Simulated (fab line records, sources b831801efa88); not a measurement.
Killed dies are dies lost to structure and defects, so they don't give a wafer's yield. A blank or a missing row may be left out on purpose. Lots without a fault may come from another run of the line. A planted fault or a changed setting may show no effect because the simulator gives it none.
A struck lot beside a sound one | flow sky130 | 16 steps out of a route of 708
Sound: wafers L744.1, L744.4, L744.5. Struck: wafer L748.5. (L748.2, L748.3 of the same lot were not struck and are left out.) The cause comes at the end.
At each step with rows: each side's tool, then ch and its chambers, then its first start. Under that, the readings that differ: sound wafers | struck wafers | difference of the means | sigmas: that difference in standard deviations of wafers without a fault.
alike: readings whose means differ by less than 2 such deviations, and words and numbers that are the same on both sides. not compared: withheld readings, readings that some wafer has no value for, bounds like >300 that may hide the same value, and numbers for which the record gives no deviation and whose values overlap.
The two part at a step that has a row with sigmas, a row that says differs or no value, or rows on one side only. Numbers that don't overlap but have no deviation are shown without sigmas and don't part them. A reading that every wafer of one side lacks parts them only if that side has two wafers or more.

first, 4 steps without rows for these wafers: SKY_LDD_N_IMPLANT_12; SKY_LDD_N_IMPLANT_13; SKY_LDD_N_IMPLANT_14; SKY_LDD_N_IMPLANT_15.
SKY_LDD_N_STRIP_16: strips in O2/N2.
  sound on plasma_asher-03 ch 0,1, day 18 07:02; struck on plasma_asher-04 ch 0, day 19 14:22
  alike: chamber_pressure_mTorr, drypump_motor_current_A, oes_product_au, strip_time_to_endpoint_s
  not compared: rf_hours_counter_h
SKY_LDD_N_TW_MEAS_17:
  sound on film_metro-03, day 18 07:08; struck on film_metro-01, day 19 14:28
  reading  | sound          | struck | difference | sigmas
  LDD_N_TW | 2616 2616 2614 | 2537   | -78        | -2
then, 6 steps without rows for these wafers: SKY_LDD_P_DEHYDRATE_00 (time 60 s); SKY_LDD_P_HMDS_01 (prime time 60 s); SKY_LDD_P_COAT_02 (resist thk 1140 nm); SKY_LDD_P_SOFTBAKE_03 (time 60 s); SKY_LDD_P_EXPOSE_04 (exposes mask PSDM, target cd 380 nm); SKY_LDD_P_PEB_05.
SKY_LDD_P_DEVELOP_06: develop time 60 s.
  sound on litho_track-03 ch 0, day 19 14:11; struck on litho_track-03 ch 0, day 20 21:48
  alike: chill_plate_temp_C
SKY_LDD_P_CD_MEAS_07: target cd 380 nm.
  sound on cd_sem-02, day 19 14:20; struck on cd_sem-02, day 20 21:57
  reading    | sound             | struck | difference | sigmas
  cd_nm (nm) | 382.4 383.4 383.0 | 403.6  | +20.7      | +8
SKY_LDD_P_OVL_MEAS_08:
  sound on overlay-02, day 19 14:27; struck on overlay-01, day 20 22:03
  reading        | sound        | struck | difference | sigmas
  LDD_P_OVL (nm) | -0.3 1.1 0.2 | 4.0    | +3.7       | +2
SKY_PAD_OPEN_PROBE_99:
  the record has rows for the sound wafers here (prober-02, day 46 11:51) and none for the struck ones

WHERE THEY PART
First at SKY_LDD_N_TW_MEAS_17; last, within this record, at SKY_PAD_OPEN_PROBE_99.

WHY: what the simulator had put in
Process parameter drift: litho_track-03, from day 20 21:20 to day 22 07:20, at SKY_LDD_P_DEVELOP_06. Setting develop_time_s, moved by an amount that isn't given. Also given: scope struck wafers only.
